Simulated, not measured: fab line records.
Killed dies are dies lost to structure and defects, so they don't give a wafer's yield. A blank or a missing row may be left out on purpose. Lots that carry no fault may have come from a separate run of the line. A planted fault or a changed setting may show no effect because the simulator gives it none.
What tool caused it? ; flow gf180mcu ; Sampling: 14 lots, 42 wafers, 2 of 602 route steps

== WHAT THE GAUGES SHOWED, per wafer ==
GF_MVPSD_TW_MEAS_11. Usual: MVPSD_TW 556, standard deviation 5.4.
lot;measured;on;MVPSD_TW;flag
L785;day 5 01:40;film-metro-02;551 550 551;
L786;day 5 07:00;film-metro-03;557 560 558;
L787;day 5 11:46;film-metro-02;552 549 552;
L788;day 5 18:16;film-metro-03;560 559 560;
L792;day 6 17:17;film-metro-01;565 559 561;
L793;day 6 23:51;film-metro-01;566 563 565;
L798;day 8 08:12;film-metro-02;549 548 551;
L799;day 8 12:16;film-metro-01;559 560 561;
L800;day 8 19:30;film-metro-02;556 554 554;
L801;day 9 03:07;film-metro-01;560 563 562;
L802;day 9 08:32;film-metro-02;551 551 550;
L804;day 9 18:48;film-metro-01;565 564 562;
L806;day 10 06:06;film-metro-01;563 559 564;
L808;day 10 20:22;film-metro-03;557 558 555;

GF_HV_LDD_OVL_MEAS_47. Usual: HV_LDD_03_OVL -1.2 nm, standard deviation 1.3.
lot;measured;on;HV_LDD_03_OVL (nm);flag
L785;day 12 10:59;overlay-01;-0.5 0.6 -1.9;
L786;day 12 15:02;overlay-01;-2.0 -1.7 -0.7;
L787;day 12 22:41;overlay-02;-0.3 0.2 -0.8;
L788;day 13 06:42;overlay-01;-3.7 -1.7 -3.3;
L792;day 14 18:12;overlay-01;-2.8 -1.9 -2.5;
L793;day 15 00:18;overlay-02;-3.5 -1.1 -1.2;
L798;day 16 23:20;overlay-02;0.0 -2.4 -2.4;
L799;day 17 02:35;overlay-01;-2.0 -0.6 -1.3;
L800;day 17 14:15;overlay-01;-2.4 0.3 -1.1;
L801;day 18 01:24;overlay-01;-1.5 -1.9 -2.0;
L802;day 18 03:42;overlay-01;1.3 -0.9 -1.7;
L804;day 18 17:48;overlay-02;-0.2 -0.6 -0.4;
L806;day 19 09:29;overlay-02;-1.8 -0.6 -0.6;
L808;day 20 04:36;overlay-02;-2.5 -2.3 -1.7;

== WHAT TOOL EACH LOT RAN ON (gives the tool, then ch and the chambers of the sampled wafers, and finally the start) ==
There is no process step in the record ahead of these readings.

== WHAT THE TOOLS THEMSELVES READ (means of the sampled wafers that have a number; where no wafer has one, the mark that the record gives instead) ==
The record holds no such reading with a usual standard deviation.

== THE ANSWER, worked out from the rows above alone ==
Rule: take the mean of a lot's wafers that have a number; if it is more than 3 standard deviations from the usual mean, the lot is off. A lot without any number at a reading at which 4 lots or more have one is off too. Any other lot the step has rows for is counted as sound. The gauges are gone through in route order, then the tools' own readings, and for those a lot's mean is taken as printed above. The first step at which some lot is off is used, and at that step the reading that is off furthest; a lot without a number counts as furthest.
Across all readings shown, no lot is off: no conclusion can be drawn from this.

== WHAT THE SIMULATOR HAD INSERTED ==
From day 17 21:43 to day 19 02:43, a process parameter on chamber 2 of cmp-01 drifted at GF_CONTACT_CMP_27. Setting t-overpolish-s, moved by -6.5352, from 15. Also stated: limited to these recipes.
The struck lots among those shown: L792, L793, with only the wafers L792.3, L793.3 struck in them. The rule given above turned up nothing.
